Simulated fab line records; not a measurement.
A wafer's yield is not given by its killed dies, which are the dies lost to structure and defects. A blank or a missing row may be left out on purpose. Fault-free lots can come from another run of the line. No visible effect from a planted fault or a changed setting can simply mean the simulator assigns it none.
What tool caused it? | flow gf180mcu | Sampling: 14 lots, 42 wafers, 5 of 602 route steps

WHAT EACH GAUGE READ, for each wafer
GF_HV_LDD_TW_MEAS_11.
lot  | measured     | on            | HV_LDD_TW
L293 | day 10 02:37 | film-metro-01 | 2420 2421 2418
L294 | day 10 09:56 | film-metro-01 | 2421 2407 2423
L295 | day 10 12:31 | film-metro-04 | 2403 2409 2400
L296 | day 10 23:35 | film-metro-04 | 2403 2399 2401
L297 | day 11 06:13 | film-metro-02 | 2413 2396 2408
L300 | day 12 08:59 | film-metro-01 | 2431 2423 2426
L301 | day 12 11:29 | film-metro-01 | 2429 2409 2428
L303 | day 13 06:37 | film-metro-02 | 2420 2430 2415
L304 | day 13 16:11 | film-metro-02 | 2411 2418 2409
L306 | day 14 01:53 | film-metro-02 | 2388 2392 2396
L311 | day 15 14:44 | film-metro-01 | 2428 2424 2429
L312 | day 16 03:38 | film-metro-04 | 2395 2410 2402
L313 | day 16 07:20 | film-metro-04 | 2401 2402 2400
L316 | day 17 04:47 | film-metro-02 | 2430 2421 2417

GF_HV_LDD_CD_MEAS_19: the cd target is 400 nm.
lot  | measured     | on        | cd-nm (nm)
L293 | day 10 19:55 | cd-sem-02 | 398.4 401.4 397.8
L294 | day 11 03:32 | cd-sem-02 | 395.2 395.5 394.5
L295 | day 11 06:52 | cd-sem-01 | 400.5 400.2 400.9
L296 | day 11 18:43 | cd-sem-02 | 400.7 400.4 400.3
L297 | day 12 00:48 | cd-sem-01 | 402.6 404.1 401.2
L300 | day 13 04:20 | cd-sem-01 | 401.2 401.7 400.0
L301 | day 13 07:35 | cd-sem-01 | 402.7 404.3 401.4
L303 | day 14 03:34 | cd-sem-01 | 401.5 402.2 402.0
L304 | day 14 12:57 | cd-sem-02 | 396.6 398.4 401.2
L306 | day 14 22:53 | cd-sem-02 | 402.4 403.6 407.3
L311 | day 16 12:36 | cd-sem-02 | 401.9 401.4 399.6
L312 | day 17 01:26 | cd-sem-02 | 399.6 402.5 400.7
L313 | day 17 05:18 | cd-sem-02 | 405.9 406.4 404.6
L316 | day 18 02:49 | cd-sem-02 | 399.9 400.0 400.8

GF_HV_LDD_OVL_MEAS_20.
lot  | measured     | on         | HV_LDD_01_OVL (nm)
L293 | day 10 20:02 | overlay-01 | -0.2 1.4 0.8
L294 | day 11 03:40 | overlay-02 | -0.3 -1.0 -1.3
L295 | day 11 06:59 | overlay-02 | 1.4 -1.6 1.1
L296 | day 11 18:50 | overlay-02 | 1.4 -0.4 -1.7
L297 | day 12 00:55 | overlay-01 | -0.5 -1.0 -2.3
L300 | day 13 04:28 | overlay-01 | 1.1 -0.5 -0.9
L301 | day 13 07:41 | overlay-02 | -0.5 -0.2 2.2
L303 | day 14 03:39 | overlay-02 | 2.7 -0.8 0.1
L304 | day 14 13:04 | overlay-02 | 0.6 -1.3 -2.0
L306 | day 14 23:01 | overlay-02 | 2.6 2.3 -0.1
L311 | day 16 12:43 | overlay-02 | -0.8 1.5 -1.2
L312 | day 17 01:34 | overlay-01 | -1.1 -2.3 0.6
L313 | day 17 05:25 | overlay-02 | 0.0 0.1 1.3
L316 | day 18 02:56 | overlay-02 | -1.0 -1.8 -0.6

GF_HV_LDD_TW_MEAS_23.
lot  | measured     | on            | HV_LDD_2_TW
L293 | day 10 20:20 | film-metro-04 | 1057 1048 1054
L294 | day 11 03:56 | film-metro-02 | 1054 1054 1053
L295 | day 11 07:17 | film-metro-01 | 1066 1065 1063
L296 | day 11 19:08 | film-metro-04 | 1061 1060 1059
L297 | day 12 01:13 | film-metro-04 | 1052 1054 1050
L300 | day 13 04:44 | film-metro-04 | 1057 1055 1049
L301 | day 13 07:58 | film-metro-04 | 1055 1055 1050
L303 | day 14 03:57 | film-metro-01 | 1056 1066 1066
L304 | day 14 13:21 | film-metro-01 | 1067 1069 1063
L306 | day 14 23:17 | film-metro-02 | 1054 1052 1054
L311 | day 16 13:00 | film-metro-04 | 1049 1053 1056
L312 | day 17 01:50 | film-metro-04 | 1112 1106 1109
L313 | day 17 05:42 | film-metro-02 | 1115 1112 1115
L316 | day 18 03:13 | film-metro-01 | 1060 1057 1066

WHAT TOOL EACH LOT RAN ON (gives the tool, then ch and the chambers of the sampled wafers, and finally the start)
lot  | GF_HV_LDD_IMPLANT_21
L293 | implanter-01 ch 0, day 10 20:05
L294 | implanter-01 ch 0, day 11 03:41
L295 | implanter-01 ch 0, day 11 07:02
L296 | implanter-04 ch 0, day 11 18:53
L297 | implanter-01 ch 0, day 12 00:58
L300 | implanter-02 ch 0, day 13 04:29
L301 | implanter-04 ch 0, day 13 07:45
L303 | implanter-02 ch 0, day 14 03:44
L304 | implanter-01 ch 0, day 14 13:06
L306 | implanter-02 ch 0, day 14 23:02
L311 | implanter-04 ch 0, day 16 12:45
L312 | implanter-02 ch 0, day 17 01:35
L313 | implanter-02 ch 0, day 17 05:27
L316 | implanter-04 ch 0, day 18 02:58
- GF_HV_LDD_IMPLANT_21

AS READ BY THE TOOLS THEMSELVES (means over the sampled wafers that have a number; for cases with no such wafer, the mark the record gives instead)
GF_HV_LDD_IMPLANT_21.
lot  | tool         | dose-ions-cm2 | end-station-pressure-torr (Torr) | faraday-current-uA
L293 | implanter-01 | 5.000e+13     | 5.29e-06                         | 272
L294 | implanter-01 | 5.000e+13     | 5.27e-06                         | 281
L295 | implanter-01 | 5.004e+13     | 4.88e-06                         | 287
L296 | implanter-04 | 4.996e+13     | 5.32e-06                         | 283
L297 | implanter-01 | 5.000e+13     | 5.09e-06                         | 282
L300 | implanter-02 | 5.006e+13     | 5.26e-06                         | 278
L301 | implanter-04 | 4.999e+13     | 4.94e-06                         | 282
L303 | implanter-02 | 5.006e+13     | 5.64e-06                         | 289
L304 | implanter-01 | 5.010e+13     | 5.12e-06                         | 277
L306 | implanter-02 | 5.004e+13     | 5.30e-06                         | 285
L311 | implanter-04 | 4.997e+13     | 5.34e-06                         | 284
L312 | implanter-02 | 5.807e+13     | 5.39e-06                         | 329
L313 | implanter-02 | 5.812e+13     | 5.06e-06                         | 323
L316 | implanter-04 | 5.000e+13     | 5.05e-06                         | 282

THE ANSWER, worked out from the rows above alone
Rule: the lots themselves supply what counts as usual. Put in order of their means at a reading, lots are off if they are a third of the lots or fewer, leave a main group of 4 or more, and stand apart from it by a gap of 3 or more times the standard deviation of the main group's means; of several such gaps the widest counts. If all means in a main group match to the digits the tables above print for the reading, that group is not used. Also off: a lot with no number at a reading for which 4 or more lots have one. All remaining lots with rows at the step are treated as sound. First the gauges in route order, then the tools' own readings, where a lot's mean is used as printed above. At the first step where some lot is off, the reading lying furthest off is the one used; lots without a number count as furthest.
Off: L312, L313, seen at GF_HV_LDD_TW_MEAS_23 (HV_LDD_2_TW). Mean 1057 and standard deviation 5.1 in the main group.
If a tool, at a process step before that reading, ran all the lots that are off and no sound lot after the first of them, it fits. Not tried: the gauges at GF_HV_LDD_TW_MEAS_23; whatever is off there is also off at GF_HV_LDD_IMPLANT_21, on other tools, and gauge error can't account for it. One fits: GF_HV_LDD_IMPLANT_21 on implanter-02. Its last sound lot is L306 (day 14 23:02), its first lot that is off L312 (day 17 01:35): a fault that began between those two fits.
The tool's own readings at GF_HV_LDD_IMPLANT_21 bear it out: on the lots that are off they differ by more than 5 times the standard deviation of the sound lots' means. dose-ions-cm2 reads 5.810e+13 there against 5.002e+13 on the sound lots; faraday-current-uA reads 326 there against 282 on the sound lots.

WHAT HAD BEEN PUT IN BY THE SIMULATOR
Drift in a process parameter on implanter-02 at GF_HV_LDD_IMPLANT_21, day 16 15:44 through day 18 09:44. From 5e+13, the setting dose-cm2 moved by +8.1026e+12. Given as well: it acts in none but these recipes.
Struck lots among those shown: L312, L313. The same result came from the rule above.
